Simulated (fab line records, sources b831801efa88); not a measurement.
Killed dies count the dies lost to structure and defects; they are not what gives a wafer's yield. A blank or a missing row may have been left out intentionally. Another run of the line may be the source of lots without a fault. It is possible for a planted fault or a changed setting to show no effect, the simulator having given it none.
A lot that was struck, set against a sound lot || flow sfq line || 41 out of 325 route steps
Sound: the wafers L760.3, L760.4, L760.5. Struck: wafers L765.1, L765.2. (L765.3 of the same lot was not struck and is left out.) The cause comes at the end.
Each step with rows lists, per side, the tool, then ch with its chambers, then its first start. Under that, the readings that differ: sound wafers || struck wafers || difference of the means || sigmas: that difference in standard deviations of wafers without a fault.
alike: readings with means less than 2 such deviations apart, plus words and numbers identical on both sides. not compared: withheld readings, readings lacking a value on some wafer, bounds such as >300 that could conceal the same value, and numbers that have no deviation in the record and whose values overlap.
The two part at a step that has a row with sigmas, a row that says differs or no value, or rows on one side only. Numbers that don't overlap but have no deviation are shown without sigmas and don't part them. A reading that every wafer of one side lacks parts them only if that side has two wafers or more.

first, 6 steps without rows for these wafers: SFQ_TRILAYER_M7_LITHO_COAT_182 (resist thk 62 nm); SFQ_TRILAYER_M7_LITHO_COAT_177 (resist thk 600 nm); SFQ_TRILAYER_M7_LITHO_SOFTBAKE_181; SFQ_TRILAYER_M7_LITHO_EXPOSE_178 (exposes mask M7, target cd 500 nm); SFQ_TRILAYER_M7_LITHO_PEB_180 (peb time 60 s); SFQ_TRILAYER_M7_LITHO_DEVELOP_179 (time 60 s).
SFQ_M7_OVL_MEAS_945:
  sound: overlay-01 at day 77 15:10; struck: overlay-02 at day 78 07:32
  alike: M7_OVL
SFQ_TRILAYER_M7_BARC_OPEN_METAL_ETCH_229: etches BARC in O2, target depth 125 nm, time 41.7 s.
  sound on rie metal-02 ch 0,1, day 77 15:13; struck on rie metal-02 ch 0,1, day 78 07:34
{"reading": "rf hours counter h (h)", "sound": "- - -", "struck": "24 75", "difference": "no value on the sound wafers", "sigmas": ""}
  alike: drypump motor current A, oes product au, rf fwd power W
SFQ_TRILAYER_M7_ETCH_METAL_ETCH_180: etches Nb in Cl2/Ar, stops on SiO2, target depth 240 nm, time 120 s.
  sound on rie metal-02 ch 0,1, day 77 15:18; struck on rie metal-02 ch 0,1, day 78 07:38
{"reading": "rf hours counter h (h)", "sound": "- - -", "struck": "24 75", "difference": "no value on the sound wafers", "sigmas": ""}
  alike: drypump motor current A, oes product au, rf fwd power W
SFQ_TRILAYER_M7_STRIP_STRIP_181: strips in O2.
  sound on rie metal-02 ch 0,1, day 77 15:35; struck on rie metal-02 ch 0,1, day 78 07:45
{"reading": "rf hours counter h (h)", "sound": "- - -", "struck": "24 75", "difference": "no value on the sound wafers", "sigmas": ""}
  alike: drypump motor current A, oes product au
then, 1 step without rows for these wafers: SFQ_TRILAYER_M7_STRIP_SOLV_CLEAN_182 (cleans in NMP, time 600 s).
SFQ_TRILAYER_I7_DEP_PECVD_183: deposits SiO2 from SiH4/N2O, time 111.11 s, target thk 500 nm.
  sound on pecvd-02 ch 0,1, day 77 16:11; struck on pecvd-01 ch 1,2, day 78 08:32
  alike: heater power w, rf fwd power W, showerhead vpp V, throttle valve pct
SFQ_TRILAYER_I7_CMP_CMP_184: polishes SiO2.
  sound on cmp-01 ch 0,2,3, day 78 07:51; struck on cmp-01 ch 2,3, day 78 21:51
{"reading": "time to endpoint s (s)", "sound": "205 214 225", "struck": "267 263", "difference": "+50", "sigmas": "+7"}
{"reading": "model.SiO2_of_TRILAYER_I7_DEP_PECVD_183.thk nm (nm)", "sound": "199.8 200.5 201.2", "struck": "299.5 299.2", "difference": "+98.9", "sigmas": ""}
  alike: head pressure psi, motor current A, platen rpm, slurry flow ml min
SFQ_I7_BOW_MEAS_946:
  sound: film metro-01 at day 78 09:53; struck: film metro-03 at day 79 00:51
  alike: I7_BOW
SFQ_TRILAYER_I7_METRO_MEASURE_185:
  sound: film metro-01 at day 78 10:22; struck: film metro-03 at day 79 00:58
{"reading": "thk nm (nm)", "sound": "199.9 200.5 201.4", "struck": "299.4 299.4", "difference": "+98.8", "sigmas": "+99 or more"}
then, 6 steps without rows for these wafers: SFQ_TRILAYER_I7_VIA_LITHO_COAT_192 (resist thk 62 nm); SFQ_TRILAYER_I7_VIA_LITHO_COAT_187 (resist thk 650 nm); SFQ_TRILAYER_I7_VIA_LITHO_SOFTBAKE_191; SFQ_TRILAYER_I7_VIA_LITHO_EXPOSE_188 (exposes mask I7, target cd 1000 nm); SFQ_TRILAYER_I7_VIA_LITHO_PEB_190 (peb time 60 s); SFQ_TRILAYER_I7_VIA_LITHO_DEVELOP_189 (time 60 s).
-- the record jumps here: 3 days lie between the struck wafers' starts before and after --
SFQ_I7_OVL_MEAS_947:
  sound: overlay-02 at day 82 05:45; struck: overlay-02 at day 82 11:44
{"reading": "I7_OVL (nm)", "sound": "-9 -3 -14", "struck": "7 4", "difference": "+14", "sigmas": "+2"}
SFQ_TRILAYER_I7_VIA_BARC_OPEN_VIA_ETCH_260: etches BARC in O2, target depth 125 nm, time 41.7 s.
  sound on rie diel-02 ch 0,1,3, day 82 05:46; struck on rie diel-04 ch 1,2, day 82 11:46
  alike: drypump motor current A, oes product au, rf fwd power W
  not compared: rf hours counter h
SFQ_TRILAYER_I7_VIA_ETCH_VIA_ETCH_190: etches SiO2 in CHF3, stops on Nb, target depth 260 nm.
  sound on rie diel-02 ch 0,1,3, day 82 05:49; struck on rie diel-04 ch 1,2, day 82 11:49
{"reading": "oes product au (a.u.)", "sound": "0.855 0.854 0.859", "struck": "0.999 0.996", "difference": "+0.142", "sigmas": "+29"}
{"reading": "model.etch.depth nm (nm)", "sound": "199.8 200.5 201.2", "struck": "258.8 254.8", "difference": "+56.3", "sigmas": ""}
{"reading": "model.I7.feature depth nm (nm)", "sound": "199.8 200.5 201.2", "struck": "258.8 254.8", "difference": "+56.3", "sigmas": ""}
  alike: drypump motor current A, rf fwd power W
then, 9 steps without rows for these wafers: SFQ_TRILAYER_I7_VIA_STRIP_STRIP_191 (strips in O2); SFQ_TRILAYER_I7_VIA_STRIP_SOLV_CLEAN_192 (cleans in NMP, time 600 s); SFQ_TRILAYER_M8_LITHO_LOR_COAT_197; SFQ_TRILAYER_M8_LITHO_LOR_BAKE_198; SFQ_TRILAYER_M8_LITHO_COAT_193 (resist thk 600 nm); SFQ_TRILAYER_M8_LITHO_SOFTBAKE_199; SFQ_TRILAYER_M8_LITHO_EXPOSE_194 (exposes mask M8, target cd 2000 nm); SFQ_TRILAYER_M8_LITHO_PEB_196 (peb time 60 s); SFQ_TRILAYER_M8_LITHO_DEVELOP_195 (img clear 15 s, time 55 s).
-- the record jumps here: 3 days lie between the struck wafers' starts before and after --
SFQ_M8_OVL_MEAS_948:
  sound: overlay-01 at day 85 03:00; struck: overlay-02 at day 85 09:44
  alike: M8_OVL
then, 3 steps without rows for these wafers: SFQ_TRILAYER_M8_DEP_EVAP_197 (material Ti, target thk 20 nm, time 100 s); SFQ_TRILAYER_M8_DEP_EVAP_198 (material Pt, target thk 50 nm, time 250 s); SFQ_TRILAYER_M8_DEP_EVAP_196 (material Au, target thk 180 nm, time 900 s).
SFQ_M8_RS_MEAS_949: measurement is done with a four-point probe.
  sound: film metro-02 at day 85 03:49; struck: film metro-02 at day 85 10:31
  alike: M8_AU_RS
SFQ_M8_THK_MEAS_950: measures by xrf.
  sound: film metro-02 at day 85 03:55; struck: film metro-02 at day 85 10:38
  alike: M8_AU_THK
then, 1 step without rows for these wafers: SFQ_TRILAYER_M8_LIFTOFF_LIFTOFF_197 (chemistry NMP, time 600 s).
SFQ_M8_BOW_MEAS_951:
  sound: film metro-04 at day 85 04:10; struck: film metro-04 at day 85 10:52
{"reading": "model.etest.i7.link ohm", "sound": "1.048 1.055 1.061", "struck": "1e+06 1e+06", "difference": "+1e+06", "sigmas": ""}
  alike: M8_BOW

## WHERE THEY PART
Last at SFQ_TRILAYER_I7_VIA_ETCH_VIA_ETCH_190 as far as this record goes, first at SFQ_TRILAYER_M7_BARC_OPEN_METAL_ETCH_229. Later steps at which nothing parts them and some readings are alike: SFQ_M8_OVL_MEAS_948, SFQ_M8_RS_MEAS_949, SFQ_M8_THK_MEAS_950, SFQ_M8_BOW_MEAS_951.

WHY: whatever the simulator had introduced
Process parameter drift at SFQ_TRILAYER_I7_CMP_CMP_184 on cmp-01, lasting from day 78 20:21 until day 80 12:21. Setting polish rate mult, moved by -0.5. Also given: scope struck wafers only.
